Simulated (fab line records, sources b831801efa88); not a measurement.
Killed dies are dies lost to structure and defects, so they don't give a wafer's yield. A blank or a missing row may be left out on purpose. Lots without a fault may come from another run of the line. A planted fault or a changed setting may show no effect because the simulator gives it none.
Problem report in the 8D (eight disciplines) form, filled by code | flow sky130 | the parts of the form that need people (team, actions taken, sign-off) are left out

1. THE PROBLEM
dose_ions_cm2 at SKY_LDD_N_IMPLANT_10 reads a mean of 5.636e+13 on 6 wafers of 2 lots; wafers without a fault read 7.499e+13 with a standard deviation of 7.9e+10. That is -99 or more standard deviations from the usual mean.
First seen on wafer L268.1, day 23 00:26, on implanter-04. The record holds 33 wafers of 11 lots with a number at this step. Rule for "out", or "out of limits": more than 4 standard deviations from the usual mean. The other wafers with a number count as sound.

2. WHAT IT IS AND WHAT IT IS NOT
question                    | is                                | is not
which readings at this step | dose_ions_cm2, faraday_current_uA | -
which lots                  | L268, L270                        | L256, L257, L260, L262, L264, L275, L276, L277, L278
which wafers of those lots  | all that have a number            | -
read on which tools         | implanter-04                      | implanter-02, implanter-03
when                        | from day 23 00:26                 | up to then (15 sound wafers); but 12 sound wafers of L275, L276, L277, L278 came after

3. SUSPECTS, AND WHAT RULES EACH OUT
Counting: a tool at a process step up to the reading stays a suspect if it ran every lot that is out and no sound lot after the first of them.
- rie_diel-01 at SKY_POLY_GATE_ETCH_15 (etches BARC in N2/H2, stops on SiO2, time 118.5 s, target depth 110 nm): ruled out as a lasting fault. Sound lots L277 ran on it after its first lot that is out, L268 (day 21 12:57).
- implanter-04 at SKY_LDD_N_IMPLANT_10: ruled out as a lasting fault. Sound lots L278 ran on it after its first lot that is out, L268 (day 23 00:26).
Left after counting: nothing in the record.

4. THE CAUSE (what the simulator had put in)
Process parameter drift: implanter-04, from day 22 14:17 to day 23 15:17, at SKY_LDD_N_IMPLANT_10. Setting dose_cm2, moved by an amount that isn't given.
Counting ruled it out, wrongly.

5. THE CHAIN OF EFFECTS, in route order
Each row: a reading whose mean over the struck wafers that have a number lies more than 3 standard deviations from the usual. Only readings for which the record gives a usual standard deviation are gone through. hours: the time from each lot's start at the first step in this table that gives one to its start at this step, as a median over the lots. sigmas: the change in usual standard deviations.
hours | step                 | reading                  | usual     | on struck wafers | change     | sigmas
0     | SKY_LDD_N_IMPLANT_10 | dose_ions_cm2            | 7.499e+13 | 5.636e+13        | -1.863e+13 | -99 or more
0     | SKY_LDD_N_IMPLANT_10 | faraday_current_uA       | 423       | 319              | -104       | -13
1     | SKY_LDD_N_STRIP_16   | strip_time_to_endpoint_s | 4.309 s   | 4.250            | -0.059     | -3.7
The process steps in it:
- SKY_LDD_N_IMPLANT_10
- SKY_LDD_N_STRIP_16: strips in O2/N2.

6. WHAT WOULD HAVE CAUGHT IT SOONER
In this record the first reading out of limits was taken at day 23 00:26, 10 hours after the fault began at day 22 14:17.
